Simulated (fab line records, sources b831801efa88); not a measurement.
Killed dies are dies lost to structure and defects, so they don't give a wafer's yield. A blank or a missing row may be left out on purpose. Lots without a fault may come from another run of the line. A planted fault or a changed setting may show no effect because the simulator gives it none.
fab line records | flow sky130
record lots=7 wafers=20 last_day=50
route steps=708 shown METAL4@627 VIA4@639
lots that met no fault: from a run of the same line without faults
start_h: hours from the record's first day to the start of the lot's first wafer shown | wait_h: hours since the lot's step before | " the same as in the row above | L1.1+2: a row that stands for several wafers | - no value, or no start given | * or withheld: withheld | < > ~ a bound
route shown NAME@n: a module of which the file shows steps, and the number in the route of the first | usual: mean/standard deviation of fault-free wafers | same: alike in all rows | chamber/n: place in a boat | sites: the reading at each site | _std_site: their standard deviation | _edge_site: outer sites' mean less inner sites' | radius_mm: how far each site lies from the wafer's centre | mask NAME#n: copy n | behind: the tool/chamber that last shaped the wafer | hold: why the lot was held/for how many hours/how that ended | device: the transistor (n, p or np) that didn't switch | end of line: the same wafers' tests at the end of the route | a step without rows: its recipe alone | killed: dies lost to structure and defects at the first sort, not the wafer's yield | map: a wafer's dies, x killed, . not, _ none there
set.NAME: the setting as run; set.NAME@STEP: as run at that earlier step | model.NAME: the simulator's own value behind a step, which no gauge read
lots at some steps of the route; a table a step, a row a wafer
services: from which hour (start_h, from the record's first day; less than 0 if before it) a tool's chamber was out of use, for how many hours, and why
## steps
# step SKY_METAL4_PEB_11
# recipe peb_temp_c=withheld peb_time_s=withheld resist=KrF-thick
# step SKY_METAL4_DEVELOP_12
# recipe develop_time_s=60 resist=KrF-thick dev_temp_c=21
# step SKY_METAL4_CD_MEAS_13
# recipe target_cd_nm=300
# usual cd_nm=299.9/1.2
# columns lot.wafer tool chamber start_h wait_h cd_nm
L193.4 cd_sem-01 - 992.22 - 301.3
L193.5 " - " " 301.5
L193.6 " - " " 300.2
L194.1 cd_sem-01 - 1012.57 - 300.0
L194.5 " - " " 301.9
L194.6 " - " " 299.8
L203.2 cd_sem-02 - 1054.29 - 300.0
L203.4 " - " " 301.4
L203.6 " - " " 301.0
L205.1 cd_sem-02 - 1061.77 - 299.3
L205.2 " - " " 300.4
L205.6 " - " " 300.6
L206.2 cd_sem-01 - 1072.68 - 301.2
L206.6 " - " " 299.4
L207.1 cd_sem-02 - 1081.47 - 299.9
L207.4 " - " " 298.8
L207.5 " - " " 300.9
L214.2 cd_sem-02 - 1117.04 - 299.4
L214.3 " - " " 301.0
L214.4 " - " " 298.6
# step SKY_METAL4_OVL_MEAS_14
# usual METAL4_OVL=-2/6.2
# columns lot.wafer tool chamber start_h wait_h METAL4_OVL[nm]
L193.4 overlay-02 - 992.32 0.1 -6
L193.5 " - " " -8
L193.6 " - " " -15
L194.1 overlay-01 - 1012.69 0.1 -6
L194.5 " - " " -9
L194.6 " - " " 0
L203.2 overlay-01 - 1054.40 0.1 -6
L203.4 " - " " -3
L203.6 " - " " -2
L205.1 overlay-02 - 1061.89 0.1 3
L205.2 " - " " 12
L205.6 " - " " 7
L206.2 overlay-02 - 1072.79 0.1 -9
L206.6 " - " " -10
L207.1 overlay-02 - 1081.59 0.1 -8
L207.4 " - " " -13
L207.5 " - " " -11
L214.2 overlay-01 - 1117.15 0.1 0
L214.3 " - " " 5
L214.4 " - " " -4
# step SKY_METAL4_DESCUM_15
# recipe chemistry=O2 source_power_w=150 bias_power_w=0 pressure_mtorr=10 temp_c=40 time_s=8
# usual drypump_motor_current_A=6.0/0.51 oes_product_au=0.997/0.0097
# columns lot.wafer tool chamber start_h wait_h drypump_motor_current_A oes_product_au rf_hours_counter_h
L193.4 rie_metal-04 1 992.35 0.0 5.4 0.998 -
L193.5 " 1 " " 5.4 0.999 -
L193.6 " 0 " " 6.6 0.995 -
L194.1 rie_metal-01 1 1012.73 0.0 6.2 1.013 16
L194.5 " 0 " " 5.9 0.993 -
L194.6 " 1 " " 6.2 1.008 -
L203.2 rie_metal-04 0 1054.43 0.0 6.5 0.995 21
L203.4 " 0 " " 6.6 0.987 -
L203.6 " 0 " " 6.6 0.990 -
L205.1 rie_metal-04 0 1061.93 0.0 6.5 0.997 21
L205.2 " 1 " " 5.4 0.995 19
L205.6 " 0 " " 6.5 0.996 -
L206.2 rie_metal-04 1 1072.82 0.0 5.4 1.010 20
L206.6 " 0 " " 6.6 0.991 -
L207.1 rie_metal-01 0 1081.63 0.0 5.9 0.996 15
L207.4 " 1 " " 6.2 1.010 -
L207.5 " 0 " " 5.9 0.985 -
L214.2 rie_metal-01 0 1117.18 0.0 6.0 0.995 19
L214.3 " 1 " " 6.2 1.014 -
L214.4 " 0 " " 6.0 0.988 -
# step SKY_METAL4_ETCH_16
# recipe chemistry=N2/H2 target=BARC ion_energy_ev=200 bias_w=100 pressure_mtorr=30 n2_flow_sccm=100 h2_flow_sccm=200 icp_w=500 stop_on=SiO2 time_s=88.2 target_depth_a=600
# usual drypump_motor_current_A=6.0/0.51 oes_product_au=0.626/0.005 throttle_valve_pct=13.206/0.0086
# columns lot.wafer tool chamber start_h wait_h drypump_motor_current_A oes_product_au rf_hours_counter_h throttle_valve_pct
L193.4 rie_metal-04 1 992.40 0.0 5.4 0.636 - 13.210
L193.5 " 1 " " 5.4 0.630 - 13.198
L193.6 " 0 " " 6.6 0.624 - 13.217
L194.1 rie_metal-01 1 1012.76 0.0 6.2 0.623 16 13.197
L194.5 " 0 " " 6.0 0.634 - 13.201
L194.6 " 1 " " 6.2 0.626 - 13.208
L203.2 rie_metal-04 0 1054.46 0.0 6.6 0.623 21 13.226
L203.4 " 0 " " 6.6 0.628 - 13.217
L203.6 " 0 " " 6.6 0.624 - 13.198
L205.1 rie_metal-04 0 1061.96 0.0 6.6 0.633 21 13.193
L205.2 " 1 " " 5.4 0.618 19 13.198
L205.6 " 0 " " 6.5 0.626 - 13.191
L206.2 rie_metal-04 1 1072.85 0.0 5.4 0.624 20 13.210
L206.6 " 0 " " 6.6 0.616 - 13.204
L207.1 rie_metal-01 0 1081.66 0.0 6.0 0.629 15 13.208
L207.4 " 1 " " 6.2 0.625 - 13.212
L207.5 " 0 " " 5.9 0.629 - 13.219
L214.2 rie_metal-01 0 1117.21 0.0 5.9 0.621 19 13.206
L214.3 " 1 " " 6.2 0.628 - 13.204
L214.4 " 0 " " 6.0 0.630 - 13.211
# step SKY_METAL4_ETCH_17
# recipe target=SiO2 stop_on=TiN chemistry=C4F8/O2/Ar source_w=1500 bias_w=1200 pressure_mtorr=40 c4f8_flow_sccm=withheld O2_flow_sccm=6 Ar_flow_sccm=300 time_s=3.9 target_depth_a=150
# usual oes_product_au=0.755/0.0076
# columns lot.wafer tool chamber start_h wait_h oes_product_au
L193.4 rie_diel-03 2 992.47 0.0 0.753
L193.5 " 0 " " 0.755
L193.6 " 3 " " 0.761
L194.1 rie_diel-01 0 1012.86 0.1 0.751
L194.5 " 1 " " 0.749
L194.6 " 2 " " 0.760
L203.2 rie_diel-01 2 1054.56 0.1 0.765
L203.4 " 3 " " 0.757
L203.6 " 1 " " 0.767
L205.1 rie_diel-03 0 1062.06 0.1 0.750
L205.2 " 3 " " 0.748
L205.6 " 2 " " 0.763
L206.2 rie_diel-01 0 1072.95 0.1 0.751
L206.6 " 0 " " 0.759
L207.1 rie_diel-03 2 1081.76 0.1 0.745
L207.4 " 3 " " 0.761
L207.5 " 0 " " 0.753
L214.2 rie_diel-01 1 1117.31 0.1 0.747
L214.3 " 2 " " 0.761
L214.4 " 0 " " 0.754
# step SKY_METAL4_METAL_ETCH_18
# recipe target_depth_a=8450 stop_on=SiO2 over_etch_frac=0.3 time_s=183.1 chemistry=Cl2/BCl3 resist_sidewall_deg=88 pressure_mtorr=10 icp_w=900 bias_w=48.5 Cl2_flow_sccm=60 bcl3_flow_sccm=30
# usual drypump_motor_current_A=5.9/0.5 oes_product_au=0.864/0.0049 throttle_valve_pct=22.265/0.0097
# columns lot.wafer tool chamber start_h wait_h drypump_motor_current_A oes_product_au rf_hours_counter_h throttle_valve_pct
L193.4 rie_metal-03 0 992.54 0.1 6.4 0.863 - 22.249
L193.5 " 1 " " 5.1 0.860 - 22.264
L193.6 " 0 " " 6.4 0.865 - 22.251
L194.1 rie_metal-04 0 1012.88 0.0 6.6 0.863 18 22.259
L194.5 " 0 " " 6.6 0.859 - 22.283
L194.6 " 1 " " 5.4 0.867 - 22.281
L203.2 rie_metal-03 0 1054.58 0.0 6.4 0.856 15 22.268
L203.4 " 0 " " 6.5 0.859 - 22.263
L203.6 " 1 " " 5.1 0.861 - 22.258
L205.1 rie_metal-01 1 1062.08 0.0 6.2 0.861 19 22.254
L205.2 " 0 " " 5.9 0.856 13 22.264
L205.6 " 0 " " 5.9 0.868 - 22.267
L206.2 rie_metal-01 1 1072.97 0.0 6.2 0.871 21 22.256
L206.6 " 0 " " 5.9 0.861 - 22.271
L207.1 rie_metal-04 1 1081.78 0.0 5.4 0.868 21 22.270
L207.4 " 0 " " 6.6 0.861 - 22.265
L207.5 " 0 " " 6.5 0.863 - 22.246
L214.2 rie_metal-04 1 1117.33 0.0 5.4 0.856 23 22.245
L214.3 " 1 " " 5.4 0.871 - 22.253
L214.4 " 0 " " 6.6 0.869 - 22.255
# step SKY_METAL4_STRIP_19
# recipe chemistry=O2/N2 power_w=1400 pressure_mtorr=1500 platen_temp_c=withheld o2_flow_sccm=3000 n2_flow_sccm=300 overash_fraction=0.5
# step SKY_METAL4_STRIP_20
# recipe chemistry=post_etch_residue_remover time_s=1200 temp_c=72.5
# step SKY_METAL4_CLEAN_21
# recipe chemistry=IPA time_s=180 temp_c=25
# step SKY_METAL4_CLEAN_22
# recipe chemistry=O3/DIW dry=n2_spin
# step SKY_VIA4_HDPCVD_00
# recipe material=SiO2 target_thk_nm=1750 sigma_open_frac=0.3 time_s=291.7 temp_c=400 sih4_flow_sccm=60 pressure_mtorr=6
# usual run_length_s=319.5/0.57
# columns lot.wafer tool chamber start_h wait_h run_length_s model.SiO2_of_VIA4_HDPCVD_00.thk_nm
L193.4 hdpcvd-02 0 993.34 0.1 320.8 1774
L193.5 " 2 " " 319.0 1744
L193.6 " 1 " " 319.6 1755
L194.1 hdpcvd-01 0 1013.69 0.0 319.5 1732
L194.5 " 2 " " 319.9 1729
L194.6 " 0 " " 319.8 1727
L203.2 hdpcvd-01 2 1055.35 0.0 506.4 2845
L203.4 " 0 " " 319.1 1736
L203.6 " 1 " " 506.7 2848
L205.1 hdpcvd-01 2 1062.85 0.0 319.7 1704
L205.2 " 1 " " 506.5 2850
L205.6 " 1 " " 506.2 2851
L206.2 hdpcvd-01 1 1073.80 0.0 506.0 2875
L206.6 " 0 " " 506.6 2848
L207.1 hdpcvd-02 2 1082.55 0.0 319.0 1730
L207.4 " 0 " " 320.7 1758
L207.5 " 2 " " 319.3 1735
L214.2 hdpcvd-02 0 1118.10 0.0 320.3 1757
L214.3 " 1 " " 319.6 1725
L214.4 " 2 " " 318.6 1751
# step SKY_VIA4_THK_MEAS_01
# recipe reads=SiO2_of_VIA4_HDPCVD_00
# usual VIA4_HDPCVD_THK=1741/20
# columns lot.wafer tool chamber start_h wait_h VIA4_HDPCVD_THK[nm]
L193.4 film_metro-02 - 993.46 0.0 1775
L193.5 " - " " 1744
L193.6 " - " " 1755
L194.1 film_metro-03 - 1013.87 0.1 1731
L194.5 " - " " 1729
L194.6 " - " " 1726
L203.2 film_metro-04 - 1055.53 0.1 2845
L203.4 " - " " 1737
L203.6 " - " " 2848
L205.1 film_metro-02 - 1063.02 0.1 1704
L205.2 " - " " 2850
L205.6 " - " " 2850
L206.2 film_metro-04 - 1073.98 0.1 2875
L206.6 " - " " 2848
L207.1 film_metro-04 - 1082.72 0.1 1730
L207.4 " - " " 1758
L207.5 " - " " 1735
L214.2 film_metro-04 - 1118.28 0.1 1758
L214.3 " - " " 1725
L214.4 " - " " 1751
# step SKY_VIA4_CMP_02
# recipe material=SiO2 down_force_psi=4 platen_rpm=60 pad_velocity_m_s=0.94248
# usual motor_current_A=12.0/1.4 platen_rpm=60.00/0.036
# columns lot.wafer tool chamber start_h wait_h motor_current_A platen_rpm
L193.4 cmp-02 3 993.54 0.1 12.2 59.98
L193.5 " 2 " " 10.6 59.99
L193.6 " 3 " " 12.5 60.08
L194.1 cmp-01 0 1014.08 0.2 10.4 60.00
L194.6 " 1 " " 13.1 59.97
L194.5 " 2 " " 12.2 59.97
L203.4 cmp-01 3 1055.58 0.0 13.8 59.97
L203.2 " 1 " " 13.9 59.97
L203.6 " 0 " " 10.0 60.11
L205.1 cmp-01 2 1063.18 0.1 12.8 60.04
L205.2 " 3 " " 13.9 59.99
L205.6 " 1 " " 14.7 60.05
L206.2 cmp-01 2 1074.13 0.1 12.5 60.04
L206.6 " 1 " " 13.2 60.08
L207.4 cmp-01 2 1082.78 0.0 12.8 59.99
L207.1 " 3 " " 14.2 60.04
L207.5 " 3 " " 13.6 60.04
L214.3 cmp-01 3 1118.50 0.2 14.3 60.00
L214.2 " 0 " " 10.4 60.01
L214.4 " 1 " " 12.2 59.99
## services
# columns tool chamber start_h hours kind
hdpcvd-02 - 973.17 5.4 repair
cmp-02 - 973.73 4.0 pm
rie_metal-03 - 974.54 2.8 pm
rie_diel-01 2 977.68 33.4 repair
cmp-01 - 989.27 16.3 repair
rie_diel-01 1 992.39 5.0 repair
hdpcvd-01 - 996.92 0.7 repair
hdpcvd-02 - 997.18 1.1 repair
hdpcvd-01 2 1017.49 12.9 repair
cmp-01 - 1027.99 3.7 pm
rie_diel-03 1 1028.00 19.8 repair
hdpcvd-02 - 1054.13 2.6 repair
rie_metal-03 1 1054.76 - clean
rie_metal-03 1 1054.76 19.7 scheduled_down
rie_metal-03 - 1059.09 14.6 pm
cmp-01 - 1084.48 4.0 pm
rie_metal-03 - 1088.16 6.5 repair
cmp-01 - 1088.48 - consumable_replace:conditioner
cmp-01 - 1088.48 - consumable_replace:pad
rie_metal-01 - 1101.08 2.8 pm
rie_diel-01 0 1104.65 4.0 repair
rie_diel-01 2 1106.35 9.8 repair
hdpcvd-02 - 1113.50 1.3 repair
cmp-01 - 1115.86 0.9 repair
## key
first_sign step=SKY_VIA4_HDPCVD_00 reading=run_length_s direction=up sigmas=99+ usual=* struck=*
effect step=SKY_VIA4_THK_MEAS_01 reading=VIA4_HDPCVD_THK direction=up sigmas=56 usual=1741 struck=2853
model_effect step=SKY_VIA4_HDPCVD_00 value=SiO2_of_VIA4_HDPCVD_00.thk_nm without=1732 struck=2853
met_at SKY_VIA4_HDPCVD_00
struck_wafers L203.2,L203.6,L205.2,L205.6,L206.2,L206.6
onset_between 1013.69 1055.35
fault kind=process_parameter_drift tool=hdpcvd-01 chamber=- onset_h=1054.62 steps=SKY_VIA4_HDPCVD_00 channel=time_s offset=* shape=step end_h=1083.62 scope=struck_wafers_only acts_in=* stated=*
